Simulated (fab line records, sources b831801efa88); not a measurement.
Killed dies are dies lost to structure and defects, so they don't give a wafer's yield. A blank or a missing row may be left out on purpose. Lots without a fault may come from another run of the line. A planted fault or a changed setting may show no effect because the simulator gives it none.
Split-lot experiment | flow gf180mcu | 5 lots, 23 wafers read, on a route of 602 steps

THE SPLIT
At GF_MVPSD_COAT_02 (resist thk 3000 nm), the setting resist_thk_nm was moved away from the recipe's 3000 nm on 9 of the 23 wafers read, by -5.9% to +4.1%. The other wafers ran this setting at the recipe's value.

The reading is taken at the split's own step.

THE READING
coat_of_MVPSD_COAT_02.thk_nm (the simulator's own value, which no gauge read), in nm, at GF_MVPSD_COAT_02 (resist thk 3000 nm). The file gives no usual value for it. The 14 wafers here that ran the recipe average 3002 nm, standard deviation 9.9 nm.

wafer  | tool, chamber at the split | resist_thk_nm as run, nm | against the recipe | coat_of_MVPSD_COAT_02.thk_nm, nm | against lot-mates on the recipe
L074.1 | litho_track-01, 0          | 3000                     | recipe             | 3016                             | -
L074.2 | litho_track-01, 0          | 3000                     | recipe             | 3018                             | -
L074.3 | litho_track-01, 0          | 3124                     | +4.1%              | 3143                             | +126
L074.4 | litho_track-01, 0          | 3124                     | +4.1%              | 3139                             | +122
L074.5 | litho_track-01, 0          | 3124                     | +4.1%              | 3147                             | +130
L076.2 | litho_track-03, 0          | 3000                     | recipe             | 2997                             | -
L076.3 | litho_track-03, 0          | 3000                     | recipe             | 2993                             | -
L076.6 | litho_track-03, 0          | 3000                     | recipe             | 2996                             | -
L077.1 | litho_track-01, 0          | 3000                     | recipe             | 2993                             | -
L077.3 | litho_track-01, 0          | 2822                     | -5.9%              | 2819                             | -175
L077.4 | litho_track-01, 0          | 3000                     | recipe             | 2991                             | -
L077.5 | litho_track-01, 0          | 3000                     | recipe             | 2997                             | -
L077.6 | litho_track-01, 0          | 2822                     | -5.9%              | 2815                             | -179
L082.2 | litho_track-03, 0          | 3000                     | recipe             | 2990                             | -
L082.3 | litho_track-03, 0          | 2823                     | -5.9%              | 2829                             | -169
L082.4 | litho_track-03, 0          | 2823                     | -5.9%              | 2821                             | -177
L082.5 | litho_track-03, 0          | 3000                     | recipe             | 3010                             | -
L082.6 | litho_track-03, 0          | 3000                     | recipe             | 2994                             | -
L084.1 | litho_track-04, 0          | 3000                     | recipe             | 3014                             | -
L084.2 | litho_track-04, 0          | 3000                     | recipe             | 3007                             | -
L084.3 | litho_track-04, 0          | 3061                     | +2.0%              | 3070                             | +59
L084.4 | litho_track-04, 0          | 3061                     | +2.0%              | 3071                             | +60
L084.5 | litho_track-04, 0          | 3000                     | recipe             | 3013                             | -

THE FIT
A straight line over all 23 wafers: coat_of_MVPSD_COAT_02.thk_nm changes by +31.7 nm for each +1% of resist_thk_nm; r = +1.00; the points scatter about the line by 9.3 nm.
The same after taking each lot's own level away (the mean of its wafers on the recipe; 23 wafers): +29.8 nm for each +1%; r = +1.00; scatter 4.3 nm.
On that fit, the largest move of resist_thk_nm shifts the reading by 1.8e+02 nm.
The lots' own levels span 2993.7 to 3017.0 nm, that is 2.3 times the standard deviation above.
So the lot-to-lot level changes the slope little: the two slopes agree.
Check: with one of the wafers moved furthest among these (-5.9%) left out of the fit, the line predicts -177 nm for it against its lot-mates. It came out at -175 nm against them.

OTHER SPLITS ON THESE WAFERS
These wafers also went through other splits before the reading. Each is held against what the fit with the lots' levels taken away leaves over:
other split on the same wafers   | wafers away from the commonest value | r with coat_of_MVPSD_COAT_02.thk_nm (lot level and that fit taken away)
GF_STI_CVD_03 pressure_mtorr     | 15                                   | -0.03
GF_STI_OXIDATION_21 temp_c       | 10                                   | -0.12
GF_LVPWELL_IMPLANT_08 energy_kev | 9                                    | -0.07

THE WHOLE CHAIN: every reading that the file lists as answering this split, in the file's order
step              | what it does       | reading                                                                       | change (the file's fit)              | r (the file's)
GF_MVPSD_COAT_02  | resist thk 3000 nm | coat_of_MVPSD_COAT_02.thk_nm (the simulator's own value, which no gauge read) | +29.7 nm for each +1% of the setting | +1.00
GF_MVPSD_STRIP_10 | strips in O2/N2    | strip_time_to_endpoint_s                                                      | withheld for each +1% of the setting | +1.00

THE FILE'S OWN FIT
coat_of_MVPSD_COAT_02.thk_nm changes by +29.7 nm for each +1% of resist_thk_nm, r = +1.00.
